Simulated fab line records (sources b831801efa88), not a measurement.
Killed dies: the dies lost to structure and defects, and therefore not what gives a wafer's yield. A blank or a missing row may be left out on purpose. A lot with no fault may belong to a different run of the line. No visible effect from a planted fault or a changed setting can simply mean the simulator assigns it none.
The tool behind it: which one? -- flow gf180mcu -- 19 wafers sampled from 7 lots at 1 step of a route of 602

## WHAT EACH GAUGE READ, for each wafer
GF_STI_THK_MEAS_30.
lot,measured,on,STI_OXIDATION_02_THK (nm)
L980,day 2 14:14,filmMetro-01,10.27 10.21 10.14
L982,day 2 22:05,filmMetro-01,9.85 9.91 10.00
L986,day 3 20:59,filmMetro-02,9.87 10.03 9.93
L988,day 4 03:25,filmMetro-04,10.20 10.21 10.01
L991,day 4 19:13,filmMetro-01,10.12 10.19 10.31
L995,day 5 15:46,filmMetro-02,10.02 10.18 10.21
L100,day 6 17:25,filmMetro-04,9.86

## WHAT TOOL EACH LOT RAN ON (gives the tool, then ch and the chambers of the sampled wafers, and finally the start)
No process step before these readings appears in the record.

## THE ANSWER, worked out from the rows above alone
Rule: what is usual is taken from the lots themselves. The widest of any qualifying gaps counts: lots, ordered by their means at a reading, are off when they make up no more than a third of the lots, leave a main group of 4 or more, and stand apart from it by 3 or more times the standard deviation of that group's means. A main group is skipped when, at the precision printed for the reading in the tables above, its means are all equal. Also off: a lot with no number at a reading for which 4 or more lots have one. Where the step has rows for the other lots, those lots are counted as sound.
None of the lots is off at any reading shown; this tells nothing.

## WHAT HAD BEEN PUT IN BY THE SIMULATOR
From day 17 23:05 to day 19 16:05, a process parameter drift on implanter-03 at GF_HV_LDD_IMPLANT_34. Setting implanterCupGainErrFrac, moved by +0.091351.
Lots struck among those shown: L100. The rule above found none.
